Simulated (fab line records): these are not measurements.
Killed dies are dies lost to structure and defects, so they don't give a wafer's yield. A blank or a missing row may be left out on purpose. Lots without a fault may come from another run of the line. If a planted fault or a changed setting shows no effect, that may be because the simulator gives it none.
Matching of chambers || flow gf180mcu || 4 sister chambers for GF_POLY_GATE_ETCH_13 on rie_si-02
The step etches poly-Si in HBr/Cl2, stops on SiO2, target depth 198.5 nm, time 69.6 s. 16 wafers are shown with their chamber, then 8 later ones without.

## WAFERS, EACH WITH ITS CHAMBER
{"wafer": "L950.1", "chamber": 3, "drypump_motor_current_A (A)": 5.8, "run_length_s (s)": 97.4, "oes_product_au (a.u.)": 0.984}
{"wafer": "L950.2", "chamber": 2, "drypump_motor_current_A (A)": 6.2, "run_length_s (s)": 97.4, "oes_product_au (a.u.)": 0.980}
{"wafer": "L950.3", "chamber": 0, "drypump_motor_current_A (A)": 5.9, "run_length_s (s)": 98.4, "oes_product_au (a.u.)": 0.989}
{"wafer": "L951.1", "chamber": 0, "drypump_motor_current_A (A)": 5.9, "run_length_s (s)": 98.4, "oes_product_au (a.u.)": 0.986}
{"wafer": "L951.3", "chamber": 3, "drypump_motor_current_A (A)": 5.8, "run_length_s (s)": 98.0, "oes_product_au (a.u.)": 0.991}
{"wafer": "L951.5", "chamber": 3, "drypump_motor_current_A (A)": 5.8, "run_length_s (s)": 97.6, "oes_product_au (a.u.)": 0.994}
{"wafer": "L965.1", "chamber": 0, "drypump_motor_current_A (A)": 5.8, "run_length_s (s)": 98.5, "oes_product_au (a.u.)": 0.991}
{"wafer": "L965.2", "chamber": 2, "drypump_motor_current_A (A)": 6.2, "run_length_s (s)": 97.8, "oes_product_au (a.u.)": 0.978}
{"wafer": "L965.5", "chamber": 1, "drypump_motor_current_A (A)": 6.8, "run_length_s (s)": 97.2, "oes_product_au (a.u.)": 0.975}
{"wafer": "L964.1", "chamber": 1, "drypump_motor_current_A (A)": 6.8, "run_length_s (s)": 97.5, "oes_product_au (a.u.)": 0.980}
{"wafer": "L964.2", "chamber": 3, "drypump_motor_current_A (A)": 5.8, "run_length_s (s)": 97.4, "oes_product_au (a.u.)": 0.987}
{"wafer": "L964.3", "chamber": 2, "drypump_motor_current_A (A)": 6.2, "run_length_s (s)": 97.7, "oes_product_au (a.u.)": 0.992}
{"wafer": "L966.2", "chamber": 1, "drypump_motor_current_A (A)": 6.8, "run_length_s (s)": 98.0, "oes_product_au (a.u.)": 0.978}
{"wafer": "L966.3", "chamber": 0, "drypump_motor_current_A (A)": 5.8, "run_length_s (s)": 98.3, "oes_product_au (a.u.)": 1.004}
{"wafer": "L966.6", "chamber": 2, "drypump_motor_current_A (A)": 6.2, "run_length_s (s)": 97.6, "oes_product_au (a.u.)": 1.003}
{"wafer": "L967.3", "chamber": 3, "drypump_motor_current_A (A)": 5.8, "run_length_s (s)": 98.2, "oes_product_au (a.u.)": 0.986}

SIGNATURES, as means of the wafers listed above
{"reading": "drypump_motor_current_A", "chamber 0": 5.850, "chamber 1": 6.800, "chamber 2": 6.200, "chamber 3": 5.800, "scatter within a chamber": 0.0289}
{"reading": "run_length_s", "chamber 0": 98.400, "chamber 1": 97.567, "chamber 2": 97.625, "chamber 3": 97.720, "scatter within a chamber": 0.283}
{"reading": "oes_product_au", "chamber 0": 0.99250, "chamber 1": 0.97767, "chamber 2": 0.98825, "chamber 3": 0.98840, "scatter within a chamber": 0.00748}
Rule: a wafer's distance from a chamber is the root of the sum, over the readings, of the square of ((its reading less the chamber's mean) divided by the reading's scatter). If the next closest chamber is less than 2 further off than the closest, the wafer can't be placed; otherwise it belongs to the closest. The scatter: take each reading less its chamber's mean, square it, sum over the shown wafers, divide by the number of wafers less the number of chambers, and take the root.

## WAFERS MISSING THEIR CHAMBER
{"wafer": "L967.4", "drypump_motor_current_A (A)": 5.8, "run_length_s (s)": 98.3, "oes_product_au (a.u.)": 0.982}
{"wafer": "L967.6", "drypump_motor_current_A (A)": 5.8, "run_length_s (s)": 98.3, "oes_product_au (a.u.)": 0.999}
{"wafer": "L968.1", "drypump_motor_current_A (A)": 6.2, "run_length_s (s)": 97.4, "oes_product_au (a.u.)": 0.997}
{"wafer": "L968.2", "drypump_motor_current_A (A)": 5.8, "run_length_s (s)": 98.2, "oes_product_au (a.u.)": 0.985}
{"wafer": "L968.3", "drypump_motor_current_A (A)": 6.9, "run_length_s (s)": 97.6, "oes_product_au (a.u.)": 0.973}
{"wafer": "L969.2", "drypump_motor_current_A (A)": 5.8, "run_length_s (s)": 97.5, "oes_product_au (a.u.)": 0.987}
{"wafer": "L969.4", "drypump_motor_current_A (A)": 5.9, "run_length_s (s)": 98.4, "oes_product_au (a.u.)": 0.995}
{"wafer": "L969.5", "drypump_motor_current_A (A)": 6.8, "run_length_s (s)": 97.5, "oes_product_au (a.u.)": 0.969}

## WHICH CHAMBER EACH WENT THROUGH
{"wafer": "L967.4", "from the rows above": "can't be placed: 3 or 0", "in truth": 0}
{"wafer": "L967.6", "from the rows above": "can't be placed: 0 or 3", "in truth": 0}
{"wafer": "L968.1", "from the rows above": 2, "in truth": 2}
{"wafer": "L968.2", "from the rows above": "can't be placed: 3 or 0", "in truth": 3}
{"wafer": "L968.3", "from the rows above": 1, "in truth": 1}
{"wafer": "L969.2", "from the rows above": 3, "in truth": 3}
{"wafer": "L969.4", "from the rows above": 0, "in truth": 0}
{"wafer": "L969.5", "from the rows above": 1, "in truth": 1}
Placed correctly: 5 of 8. Not placeable from these rows: 3 (in 3, the candidates include the true chamber). Placed wrongly: 0.
